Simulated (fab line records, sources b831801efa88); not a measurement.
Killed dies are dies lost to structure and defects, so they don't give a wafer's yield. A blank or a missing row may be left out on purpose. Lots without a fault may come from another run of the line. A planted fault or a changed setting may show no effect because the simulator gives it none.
fab line records | flow gf180mcu
record lots=24 wafers=72 last_day=34
route steps=602 shown HV_LDD@213 V2@384 V3@444 MIM@512 PASSIVATION@601
lots that met no fault: from a run of the same line without faults
start_h: hours from the record's first day to the start of the lot's first wafer shown | wait_h: hours since the lot's step before | " the same as in the row above | L1.1+2: a row that stands for several wafers | - no value, or no start given | * or withheld: withheld | < > ~ a bound
route shown NAME@n: a module of which the file shows steps, and the number in the route of the first | usual: mean/standard deviation of fault-free wafers | same: alike in all rows | chamber/n: place in a boat | sites: the reading at each site | _std_site: their standard deviation | _edge_site: outer sites' mean less inner sites' | radius_mm: how far each site lies from the wafer's centre | mask NAME#n: copy n | behind: the tool/chamber that last shaped the wafer | hold: why the lot was held/for how many hours/how that ended | device: the transistor (n, p or np) that didn't switch | end of line: the same wafers' tests at the end of the route | a step without rows: its recipe alone | killed: dies lost to structure and defects at the first sort, not the wafer's yield | map: a wafer's dies, x killed, . not, _ none there
set.NAME: the setting as run; set.NAME@STEP: as run at that earlier step | model.NAME: the simulator's own value behind a step, which no gauge read
steps of the route over a sample of lots; a table a step, a row a wafer
services: from which hour (start_h, from the record's first day; less than 0 if before it) a tool's chamber was out of use, for how many hours, and why
## steps
# step GF_HV_LDD_STRIP_37
# recipe chemistry=O2/N2 power_w=1400 pressure_mtorr=1500 platen_temp_c=250 o2_flow_sccm=3000 n2_flow_sccm=300 overash_fraction=0.5
# usual drypump_motor_current_A=5.7/0.45 heater_power_w=326/21 n2_flow_sccm=300.0/0.88 o2_flow_sccm=3000/9.4 oes_product_au=0.717/0.005 strip_time_to_endpoint_s=12.63/0.039
# columns lot.wafer tool chamber start_h wait_h drypump_motor_current_A heater_power_w n2_flow_sccm o2_flow_sccm oes_product_au rf_hours_counter_h strip_time_to_endpoint_s
L074.2 plasma_asher-04 1 253.51 0.1 6.2 336 299.8 2987 0.723 58 12.58
L074.3 " 0 " " 6.2 320 300.9 3003 0.713 - 12.60
L074.5 " 0 " " 6.3 323 300.8 3009 0.729 - 12.58
L075.1 plasma_asher-02 0 257.36 0.1 5.4 286 301.4 2997 0.723 14 12.72
L075.2 " 1 " " 5.2 318 298.8 2991 0.724 14 12.61
L075.5 " 1 " " 5.2 304 299.4 3002 0.705 - 12.71
L076.2 plasma_asher-03 0 272.23 0.1 6.1 356 299.5 3004 0.711 66 12.63
L076.5 " 1 " " 5.3 325 300.7 3016 0.721 - 12.64
L076.6 " 0 " " 6.1 360 299.4 3007 0.720 - 12.65
L077.2 plasma_asher-02 0 280.01 0.1 5.4 289 299.8 3001 0.713 16 12.68
L077.3 " 0 " " 5.4 289 301.0 3014 0.721 - 12.64
L077.5 " 1 " " 5.2 316 299.8 2991 0.710 - 12.64
L078.1 plasma_asher-02 0 283.96 0.1 5.4 298 299.6 2982 0.721 17 12.68
L078.3 " 0 " " 5.4 291 299.5 2981 0.717 - 12.67
L078.4 " 1 " " 5.2 325 300.1 3001 0.716 - 12.68
L079.1 plasma_asher-03 0 289.41 0.1 6.1 360 298.4 3008 0.718 67 12.61
L079.3 " 1 " " 5.3 339 300.3 2997 0.722 - 12.64
L079.4 " 0 " " 6.1 364 298.4 2994 0.712 - 12.63
L080.1 plasma_asher-03 0 297.63 0.1 6.1 361 299.7 2995 0.721 68 12.62
L080.2 " 1 " " 5.3 332 299.9 2984 0.720 68 12.61
L080.4 " 1 " " 5.3 338 300.8 2999 0.721 - 12.64
L081.2 plasma_asher-04 1 309.48 0.1 6.2 329 300.6 3005 0.712 63 12.56
L081.4 " 0 " " 6.2 321 300.1 3007 0.717 - 12.55
L081.6 " 0 " " 6.2 324 299.9 3008 0.722 - 12.57
L082.2 plasma_asher-04 1 313.41 0.1 6.2 340 299.4 2996 0.719 64 12.60
L082.5 " 1 " " 6.2 333 299.2 2990 0.707 - 12.60
L082.6 " 0 " " 6.2 325 298.4 3015 0.718 - 12.65
L083.1 plasma_asher-04 0 324.86 0.1 6.2 324 298.7 2995 0.715 65 12.64
L083.4 " 1 " " 6.2 335 300.3 3001 0.714 - 12.63
L083.6 " 0 " " 6.2 320 298.6 3002 0.723 - 12.65
L084.1 plasma_asher-02 0 334.76 0.1 5.4 293 300.0 3005 0.715 22 12.66
L084.3 " 1 " " 5.2 318 300.4 2995 0.707 - 12.63
L084.4 " 0 " " 5.4 288 299.0 3001 0.717 - 12.64
L085.1 plasma_asher-02 0 343.46 0.1 5.4 292 301.4 3016 0.721 23 12.59
L085.2 " 1 " " 5.2 316 300.1 3004 0.721 23 12.60
L085.3 " 0 " " 5.4 294 300.6 2997 0.717 - 12.64
L086.1 plasma_asher-03 1 354.16 0.1 5.3 328 300.4 2992 0.715 74 12.70
L086.4 " 0 " " 6.1 358 300.5 2979 0.721 - 12.72
L086.5 " 1 " " 5.3 339 300.9 2987 0.720 - 12.70
L087.3 plasma_asher-04 0 362.91 0.1 6.2 328 301.8 2997 0.720 - 12.61
L087.5 " 1 " " 6.2 328 300.5 3010 0.716 - 12.59
L087.6 " 0 " " 6.2 327 301.5 2990 0.716 - 12.61
L088.1 plasma_asher-03 1 372.36 0.1 5.3 326 299.4 3008 0.718 76 12.60
L088.4 " 1 " " 5.3 342 300.8 3005 0.712 - 12.62
L088.6 " 0 " " 6.1 361 301.3 2992 0.716 - 12.64
L089.4 plasma_asher-02 1 375.79 0.1 5.2 310 299.9 2992 0.713 - 12.56
L089.5 " 0 " " 5.4 295 300.5 2992 0.719 - 12.57
L089.6 " 1 " " 5.2 315 300.3 2994 0.721 - 12.61
L090.1 plasma_asher-04 1 386.53 0.1 6.2 330 297.5 3004 0.725 71 12.52
L090.2 " 0 " " 6.3 326 298.9 2988 0.716 71 12.56
L090.5 " 1 " " 6.2 339 299.3 2996 0.718 - 12.61
L091.3 plasma_asher-02 0 395.99 0.1 5.4 292 300.3 3000 0.719 - 12.64
L091.4 " 1 " " 5.2 311 299.8 2977 0.718 - 12.62
L091.6 " 0 " " 5.4 297 299.5 3009 0.721 - 12.63
L092.1 plasma_asher-03 0 399.56 0.1 6.1 359 301.0 2995 0.721 79 12.64
L092.2 " 1 " " 5.3 329 299.9 2996 0.717 79 12.61
L092.6 " 1 " " 5.3 344 299.5 2999 0.719 - 12.59
L093.1 plasma_asher-04 0 403.76 0.1 6.3 328 300.5 3006 0.717 72 12.60
L093.4 " 1 " " 6.2 323 299.4 3011 0.718 - 12.64
L093.5 " 1 " " 6.2 326 300.4 3007 0.713 - 12.65
L094.1 plasma_asher-02 0 412.76 0.1 5.4 292 299.6 3000 0.710 30 12.66
L094.3 " 1 " " 5.2 305 299.6 2987 0.708 - 12.69
L094.4 " 0 " " 5.4 287 299.1 2991 0.718 - 12.64
L095.3 plasma_asher-04 1 416.36 0.1 6.2 338 300.0 3001 0.718 - 12.66
L095.4 " 0 " " 6.2 326 299.3 2993 0.719 - 12.62
L095.5 " 0 " " 6.2 330 299.8 3005 0.722 - 12.66
L096.1 plasma_asher-03 0 423.76 0.1 6.1 360 299.2 2992 0.713 81 12.65
L096.2 " 1 " " 5.3 332 299.5 3002 0.715 81 12.69
L096.4 " 1 " " 5.3 328 301.0 3015 0.718 - 12.65
L097.1 plasma_asher-03 0 438.11 0.1 6.1 357 301.1 3004 0.717 83 12.66
L097.4 " 0 " " 6.1 369 299.3 3011 0.705 - 12.63
L097.6 " 1 " " 5.3 328 299.9 2998 0.715 - 12.67
# step GF_V2_CVD_02
# recipe material=SiO2 target_thk_nm=850 precursor=TEOS temp_c=400 time_s=94.851 rf_w=600
# usual heater_power_w=722/120
# columns lot.wafer tool chamber start_h wait_h heater_power_w
L074.2 pecvd-01 0 434.37 0.0 646
L074.3 " 2 " " 680
L074.5 " 2 " " 549
L075.1 pecvd-02 2 440.56 0.1 619
L075.2 " 1 " " 656
L075.5 " 0 " " 650
L076.2 pecvd-02 0 460.48 0.0 662
L076.5 " 0 " " 606
L076.6 " 1 " " 819
L077.2 pecvd-02 1 467.87 0.0 695
L077.3 " 1 " " 752
L077.5 " 1 " " 815
L078.1 pecvd-01 1 472.44 0.1 793
L078.3 " 0 " " 725
L078.4 " 1 " " 835
L079.1 pecvd-02 1 482.81 0.1 831
L079.3 " 0 " " 688
L079.4 " 1 " " 657
L080.1 pecvd-03 1 488.71 0.1 865
L080.2 " 2 " " 724
L080.4 " 0 " " 704
L081.2 pecvd-03 2 502.97 0.0 645
L081.4 " 0 " " 722
L081.6 " 2 " " 701
L082.2 pecvd-01 0 508.13 0.0 630
L082.5 " 2 " " 544
L082.6 " 0 " " 692
L083.1 pecvd-03 1 520.37 0.1 990
L083.4 " 0 " " 604
L083.6 " 1 " " 797
L084.1 pecvd-03 2 530.81 0.1 674
L084.3 " 0 " " 669
L084.4 " 1 " " 1022
L085.1 pecvd-01 1 539.71 0.1 814
L085.2 " 2 " " 691
L085.3 " 0 " " 710
L086.1 pecvd-01 0 551.20 0.1 690
L086.4 " 2 " " 544
L086.5 " 0 " " 719
L087.3 pecvd-01 1 558.41 0.0 857
L087.5 " 2 " " 548
L087.6 " 1 " " 697
L088.1 pecvd-01 2 569.14 0.1 676
L088.4 " 1 " " 705
L088.6 " 0 " " 575
L089.4 pecvd-02 0 570.91 0.1 653
L089.5 " 1 " " 847
L089.6 " 2 " " 590
L090.1 pecvd-01 2 583.10 0.1 578
L090.2 " 0 " " 633
L090.5 " 1 " " 850
L091.3 pecvd-03 0 592.35 0.0 628
L091.4 " 0 " " 694
L091.6 " 1 " " 958
L092.1 pecvd-03 0 594.55 0.1 770
L092.2 " 2 " " 643
L092.6 " 2 " " 694
L093.1 pecvd-03 0 597.00 0.1 676
L093.4 " 2 " " 740
L093.5 " 0 " " 715
L094.1 pecvd-03 0 608.94 0.1 664
L094.3 " 2 " " 669
L094.4 " 1 " " 967
L095.3 pecvd-03 0 611.10 0.0 605
L095.4 " 1 " " 1024
L095.5 " 2 " " 730
L096.1 pecvd-03 0 618.45 0.1 684
L096.2 " 1 " " 1009
L096.4 " 2 " " 707
L097.1 pecvd-01 2 628.45 0.1 634
L097.4 " 0 " " 728
L097.6 " 1 " " 784
# step GF_V2_SPUTTER_21
# recipe material=Ti target_thk_nm=15 chamber_pressure_pa=5 power_w=2500 substrate_temp_c=200 time_s=80.02
# usual throttle_valve_pct=30.1/1.3
# columns lot.wafer tool chamber start_h wait_h throttle_valve_pct
L074.2 pvd_sputter-02 - 459.35 0.0 31.0
L074.3 " - " " 30.6
L074.5 " - " " 30.7
L075.1 pvd_sputter-02 - 466.13 0.0 30.4
L075.2 " - " " 31.3
L075.5 " - " " 31.1
L076.2 pvd_sputter-02 - 485.02 0.0 31.2
L076.5 " - " " 30.5
L076.6 " - " " 29.1
L077.2 pvd_sputter-02 - 492.77 0.0 31.2
L077.3 " - " " 31.4
L077.5 " - " " 29.3
L078.1 pvd_sputter-03 - 497.23 0.0 32.4
L078.3 " - " " 29.7
L078.4 " - " " 30.6
L079.1 pvd_sputter-01 - 508.07 0.0 28.4
L079.3 " - " " 31.2
L079.4 " - " " 28.7
L080.1 pvd_sputter-03 - 512.98 0.0 31.0
L080.2 " - " " 30.1
L080.4 " - " " 32.7
L081.2 pvd_sputter-02 - 527.52 0.0 30.7
L081.4 " - " " 29.6
L081.6 " - " " 30.6
L082.2 pvd_sputter-01 - 531.89 0.0 29.2
L082.5 " - " " 28.9
L082.6 " - " " 28.4
L083.1 pvd_sputter-03 - 544.82 0.0 30.7
L083.4 " - " " 32.7
L083.6 " - " " 30.1
L084.1 pvd_sputter-02 - 554.19 0.0 31.3
L084.3 " - " " 29.1
L084.4 " - " " 30.7
L085.1 pvd_sputter-03 - 563.90 0.0 32.3
L085.2 " - " " 30.0
L085.3 " - " " 31.0
L086.1 pvd_sputter-01 - 573.49 0.0 29.1
L086.4 " - " " 31.3
L086.5 " - " " 28.5
L087.3 pvd_sputter-01 - 581.78 0.0 28.2
L087.5 " - " " 29.3
L087.6 " - " " 28.7
L088.1 pvd_sputter-01 - 592.57 0.0 31.4
L088.4 " - " " 29.2
L088.6 " - " " 31.2
L089.4 pvd_sputter-02 - 594.14 0.0 29.5
L089.5 " - " " 30.9
L089.6 " - " " 30.8
L090.1 pvd_sputter-01 - 605.46 0.0 28.6
L090.2 " - " " 29.0
L090.5 " - " " 31.5
L091.3 pvd_sputter-01 - 614.81 0.0 28.4
L091.4 " - " " 28.3
L091.6 " - " " 28.4
L092.1 pvd_sputter-01 - 616.76 0.0 28.7
L092.2 " - " " 31.2
L092.6 " - " " 28.5
L093.1 pvd_sputter-01 - 618.88 0.0 29.0
L093.4 " - " " 28.3
L093.5 " - " " 31.5
L094.1 pvd_sputter-02 - 630.49 0.0 31.5
L094.3 " - " " 31.2
L094.4 " - " " 30.8
L095.3 pvd_sputter-01 - 632.62 0.0 28.3
L095.4 " - " " 28.4
L095.5 " - " " 28.3
L096.1 pvd_sputter-01 - 640.00 0.0 29.2
L096.2 " - " " 28.7
L096.4 " - " " 31.6
L097.1 pvd_sputter-02 - 649.50 0.0 30.8
L097.4 " - " " 29.6
L097.6 " - " " 31.0
# step GF_V3_OVL_MEAS_15
# usual V3_OVL=3/5.9
# columns lot.wafer tool chamber start_h wait_h V3_OVL[nm]
L074.2 overlay-01 - 509.08 0.1 15
L074.3 " - " " -1
L074.5 " - " " -3
L075.1 overlay-01 - 515.52 0.1 3
L075.2 " - " " -3
L075.5 " - " " 3
L076.2 overlay-02 - 541.33 0.1 2
L076.5 " - " " 6
L076.6 " - " " 3
L077.2 overlay-02 - 541.68 0.1 6
L077.3 " - " " 5
L077.5 " - " " 3
L078.1 overlay-01 - 546.12 0.1 6
L078.3 " - " " 8
L078.4 " - " " 16
L079.1 overlay-01 - 556.32 0.1 4
L079.3 " - " " 4
L079.4 " - " " 11
L080.1 overlay-01 - 562.56 0.1 -2
L080.2 " - " " 5
L080.4 " - " " 7
L081.2 overlay-01 - 572.92 0.1 4
L081.4 " - " " 2
L081.6 " - " " 5
L082.2 overlay-02 - 578.93 0.1 8
L082.5 " - " " 14
L082.6 " - " " 14
L083.1 overlay-01 - 591.28 0.1 -3
L083.4 " - " " -8
L083.6 " - " " -9
L084.1 overlay-01 - 599.32 0.1 0
L084.3 " - " " 7
L084.4 " - " " 3
L085.1 overlay-01 - 609.81 0.1 2
L085.2 " - " " 2
L085.3 " - " " 4
L086.1 overlay-02 - 617.91 0.1 -4
L086.4 " - " " -2
L086.5 " - " " -7
L087.3 overlay-02 - 626.43 0.1 -4
L087.5 " - " " -6
L087.6 " - " " 5
L088.1 overlay-02 - 635.87 0.1 -7
L088.4 " - " " -1
L088.6 " - " " 0
L089.4 overlay-01 - 637.59 0.1 0
L089.5 " - " " -7
L089.6 " - " " -7
L090.1 overlay-02 - 648.42 0.1 1
L090.2 " - " " 2
L090.5 " - " " 6
L091.3 overlay-02 - 656.23 0.1 11
L091.4 " - " " 8
L091.6 " - " " 6
L092.1 overlay-01 - 659.17 0.1 13
L092.2 " - " " -1
L092.6 " - " " -4
L093.1 overlay-01 - 662.22 0.1 12
L093.4 " - " " 3
L093.5 " - " " 4
L094.1 overlay-02 - 672.52 0.1 3
L094.3 " - " " 0
L094.4 " - " " 0
L095.3 overlay-02 - 674.38 0.1 1
L095.4 " - " " -4
L095.5 " - " " 1
L096.1 overlay-02 - 682.02 0.1 -7
L096.2 " - " " 8
L096.4 " - " " 5
L097.1 overlay-01 - 691.07 0.1 3
L097.4 " - " " 0
L097.6 " - " " -1
# step GF_MIM_SPUTTER_09
# recipe material=TiN target_thk_nm=35 power_w=6500 time_s=29.2 chamber_pressure_pa=0.4
# usual throttle_valve_pct=30.4/0.95
# columns lot.wafer tool chamber start_h wait_h throttle_valve_pct
L074.2 pvd_sputter-04 - 559.67 0.0 29.3
L074.3 " - " " 30.3
L074.5 " - " " 29.6
L075.1 pvd_sputter-03 - 565.84 0.0 30.8
L075.2 " - " " 30.1
L075.5 " - " " 29.8
L076.2 pvd_sputter-04 - 589.91 0.0 29.0
L076.5 " - " " 29.3
L076.6 " - " " 30.6
L077.2 pvd_sputter-04 - 590.28 0.0 29.4
L077.3 " - " " 31.2
L077.5 " - " " 30.7
L078.1 pvd_sputter-02 - 594.56 0.0 29.5
L078.3 " - " " 30.8
L078.4 " - " " 31.5
L079.1 pvd_sputter-04 - 603.86 0.0 31.3
L079.3 " - " " 29.2
L079.4 " - " " 29.3
L080.1 pvd_sputter-04 - 610.10 0.0 30.5
L080.2 " - " " 31.4
L080.4 " - " " 29.2
L081.2 pvd_sputter-04 - 620.04 0.0 30.6
L081.4 " - " " 31.3
L081.6 " - " " 31.4
L082.2 pvd_sputter-02 - 626.19 0.0 31.6
L082.5 " - " " 30.8
L082.6 " - " " 29.4
L083.1 pvd_sputter-04 - 638.43 0.0 29.2
L083.4 " - " " 31.5
L083.6 " - " " 29.4
L084.1 pvd_sputter-02 - 644.85 0.0 31.1
L084.3 " - " " 31.1
L084.4 " - " " 31.1
L085.1 pvd_sputter-02 - 654.49 0.0 30.7
L085.2 " - " " 31.4
L085.3 " - " " 31.2
L086.1 pvd_sputter-02 - 663.13 0.0 29.4
L086.4 " - " " 31.1
L086.5 " - " " 31.3
L087.3 pvd_sputter-03 - 670.91 0.0 31.0
L087.5 " - " " 31.0
L087.6 " - " " 29.0
L088.1 pvd_sputter-04 - 679.39 0.0 30.7
L088.4 " - " " 29.2
L088.6 " - " " 29.3
L089.4 pvd_sputter-02 - 681.14 0.0 30.8
L089.5 " - " " 30.6
L089.6 " - " " 31.1
L090.1 pvd_sputter-02 - 692.61 0.0 31.4
L090.2 " - " " 31.3
L090.5 " - " " 29.4
L091.3 pvd_sputter-02 - 698.45 0.0 30.7
L091.4 " - " " 29.5
L091.6 " - " " 31.5
L092.1 pvd_sputter-04 - 702.53 0.0 30.6
L092.2 " - " " 29.1
L092.6 " - " " 31.0
L093.1 pvd_sputter-03 - 705.75 0.0 32.6
L093.4 " - " " 30.3
L093.5 " - " " 30.1
L094.1 pvd_sputter-04 - 714.34 0.0 30.5
L094.3 " - " " 29.0
L094.4 " - " " 31.1
L095.3 pvd_sputter-02 - 716.64 0.0 31.4
L095.4 " - " " 31.4
L095.5 " - " " 31.3
L096.1 pvd_sputter-04 - 724.02 0.0 29.1
L096.2 " - " " 29.3
L096.4 " - " " 30.3
L097.1 pvd_sputter-02 - 731.41 0.0 30.7
L097.4 " - " " 29.3
L097.6 " - " " 30.4
# step GF_PASSIVATION_BOW_MEAS_14
# recipe mode=bow
# usual PASSIVATION_BOW=140/11
# columns lot.wafer tool chamber start_h wait_h PASSIVATION_BOW[um]
L074.2 film_metro-01 - 670.44 0.0 139
L074.3 " - " " 138
L074.5 " - " " 142
L075.1 film_metro-01 - 673.92 0.0 128
L075.2 " - " " 123
L075.5 " - " " 135
L076.2 film_metro-01 - 695.99 0.0 120
L076.5 " - " " 122
L076.6 " - " " 121
L077.2 film_metro-04 - 697.65 0.0 135
L077.3 " - " " 140
L077.5 " - " " 140
L078.1 film_metro-01 - 701.52 0.0 149
L078.3 " - " " 142
L078.4 " - " " 143
L079.1 film_metro-04 - 706.57 0.0 155
L079.3 " - " " 152
L079.4 " - " " 134
L080.1 film_metro-04 - 712.57 0.0 159
L080.2 " - " " 142
L080.4 " - " " 161
L081.2 film_metro-01 - 722.34 0.0 140
L081.4 " - " " 143
L081.6 " - " " 152
L082.2 film_metro-04 - 725.24 0.0 155
L082.5 " - " " 151
L082.6 " - " " 162
L083.1 film_metro-04 - 737.56 0.1 144
L083.4 " - " " 143
L083.6 " - " " 150
L084.1 film_metro-04 - 744.47 0.0 165
L084.3 " - " " 155
L084.4 " - " " 160
L085.1 film_metro-04 - 750.84 0.0 149
L085.2 " - " " 154
L085.3 " - " " 138
L086.1 film_metro-04 - 758.97 0.0 148
L086.4 " - " " 141
L086.5 " - " " 141
L087.3 film_metro-04 - 766.26 0.0 128
L087.5 " - " " 131
L087.6 " - " " 130
L088.1 film_metro-02 - 772.47 0.0 143
L088.4 " - " " 136
L088.6 " - " " 150
L089.4 film_metro-02 - 776.65 0.1 147
L089.5 " - " " 141
L089.6 " - " " 148
L090.1 film_metro-02 - 784.07 0.0 140
L090.2 " - " " 148
L090.5 " - " " 151
L091.3 film_metro-04 - 789.11 0.0 132
L091.4 " - " " 125
L091.6 " - " " 140
L092.1 film_metro-04 - 794.47 0.0 136
L092.2 " - " " 141
L092.6 " - " " 144
L093.1 film_metro-02 - 794.87 0.0 127
L093.4 " - " " 129
L093.5 " - " " 123
L094.1 film_metro-04 - 802.59 0.0 152
L094.3 " - " " 142
L094.4 " - " " 144
L095.3 film_metro-01 - 805.41 0.0 120
L095.4 " - " " 128
L095.5 " - " " 124
L096.1 film_metro-04 - 810.74 0.0 130
L096.2 " - " " 134
L096.4 " - " " 119
L097.1 film_metro-04 - 815.62 0.0 130
L097.4 " - " " 144
L097.6 " - " " 136
## services
# columns tool chamber start_h hours kind
pvd_sputter-01 - 245.38 0.8 repair
pvd_sputter-04 - 245.63 17.4 repair
pvd_sputter-02 - 261.50 5.5 repair
pecvd-03 2 266.90 6.2 repair
pvd_sputter-04 - 282.50 0.9 repair
pecvd-03 - 288.49 1.5 repair
pvd_sputter-01 - 293.57 11.1 repair
pecvd-01 - 299.39 0.8 pm
pecvd-03 - 304.06 1.8 repair
pecvd-01 - 317.92 1.7 repair
pecvd-03 - 319.74 2.8 pm
pvd_sputter-04 - 326.04 48.7 repair
pvd_sputter-04 - 332.25 0.7 repair
pvd_sputter-01 - 378.06 2.6 repair
pecvd-03 2 388.63 4.9 repair
pvd_sputter-04 - 406.74 17.9 repair
pvd_sputter-01 - 414.42 2.7 repair
pvd_sputter-04 - 480.66 2.1 repair
pvd_sputter-04 - 483.31 7.4 repair
pvd_sputter-04 - 517.86 4.6 repair
pvd_sputter-04 - 525.73 5.1 repair
pecvd-03 2 650.34 11.0 repair
pvd_sputter-01 - 657.45 7.0 repair
pvd_sputter-04 - 672.83 0.7 repair
## key
fault none
